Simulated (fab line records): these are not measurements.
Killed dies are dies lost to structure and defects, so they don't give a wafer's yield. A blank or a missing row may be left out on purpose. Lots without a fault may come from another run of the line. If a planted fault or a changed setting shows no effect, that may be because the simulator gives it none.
2 desks looking at one fault ; flow gf180mcu ; each desk holds nothing but its own numbers, with what lay behind them at the end

== FROM THE METROLOGY DESK ==
What the gauges read for every lot (on any tool): the sampled wafers with a number, averaged. A lot is out of limits, marked OUT, if its mean lies more than 4 standard deviations from the usual mean; the brackets give that distance.
Columns: A = NSD_RS at GF_PSD_RS_MEAS_14, usual 46.13 ohm/sq; B = PSD_RS at GF_PSD_RS_MEAS_15, usual 108.59 ohm/sq; C = cd_nm at GF_CONTACT_CD_MEAS_14, usual 219.8 nm
lot;first seen here;A;B;C
L126;day 14 07:11;46.05;108.54;219.6
L127;day 15 03:04;46.04;108.32;218.2
L128;day 15 04:01;46.08;108.25;219.2
L131;day 16 11:11;46.04;108.21;217.6
L133;day 16 21:23;46.17;108.66;220.2
L138;day 18 10:13;46.11;108.52;218.6
L139;day 18 18:19;44.72 (-17) OUT;103.52 (-17) OUT;222.5
L140;day 19 07:05;44.82 (-16) OUT;103.45 (-18) OUT;220.9
L141;day 19 11:13;46.13;108.74;220.3
L144;day 20 10:58;46.13;108.70;221.0
L148;day 21 19:02;46.13;108.68;221.6
L149;day 22 00:44;46.21;108.79;219.1
This desk reports L139, L140 out of limits; the earliest was L139 at day 18 18:19 (NSD_RS at GF_PSD_RS_MEAS_14). Within limits: L126, L127, L128, L131, L133, L138, L141, L144, L148, L149.

== FOR THE TOOL OWNER'S DESK: rtp_anneal-01 ==
At GF_PSD_RTA_13 (time 20 s), the tool's own readings, given per lot that ran on this tool as the mean of the sampled wafers with a number. A lot is out of limits, marked OUT, if its mean lies more than 4 standard deviations from the usual mean; the brackets give that distance.
Columns: A = lamp_power_pct at GF_PSD_RTA_13, usual 33.0 %; B = wafer_temp_C_max at GF_PSD_RTA_13, usual 1030.1
lot;first seen here;A;B
L126;day 14 07:05;31.7;1030.5
L127;day 15 02:58;31.7;1031.2
L133;day 16 21:19;31.7;1031.4
L139;day 18 18:13;32.4;1040.1 (+5.2) OUT
L140;day 19 07:00;32.4;1039.6 (+5.0) OUT
This desk finds L139, L140 out of limits, L139 being first, at day 18 18:13 (wafer_temp_C_max at GF_PSD_RTA_13). Within limits: L126, L127, L133.

== TAKEN TOGETHER ==
The tool owner's desk could have raised an alarm at day 18 18:13, on L139, L140.
At day 18 18:19 the metrology desk could have sounded an alarm, on L139, L140.
Every lot named ran GF_PSD_RTA_13 on rtp_anneal-01.

== WHAT THE SIMULATOR HAD INSERTED ==
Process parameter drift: rtp_anneal-01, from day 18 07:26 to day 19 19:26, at GF_PSD_RTA_13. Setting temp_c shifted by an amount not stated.
Lots struck among those shown: L139, L140.
Delay (hours) between the fault's onset and each desk's first out-of-limits reading: 11 at the tool owner's desk, 11 at the metrology desk.
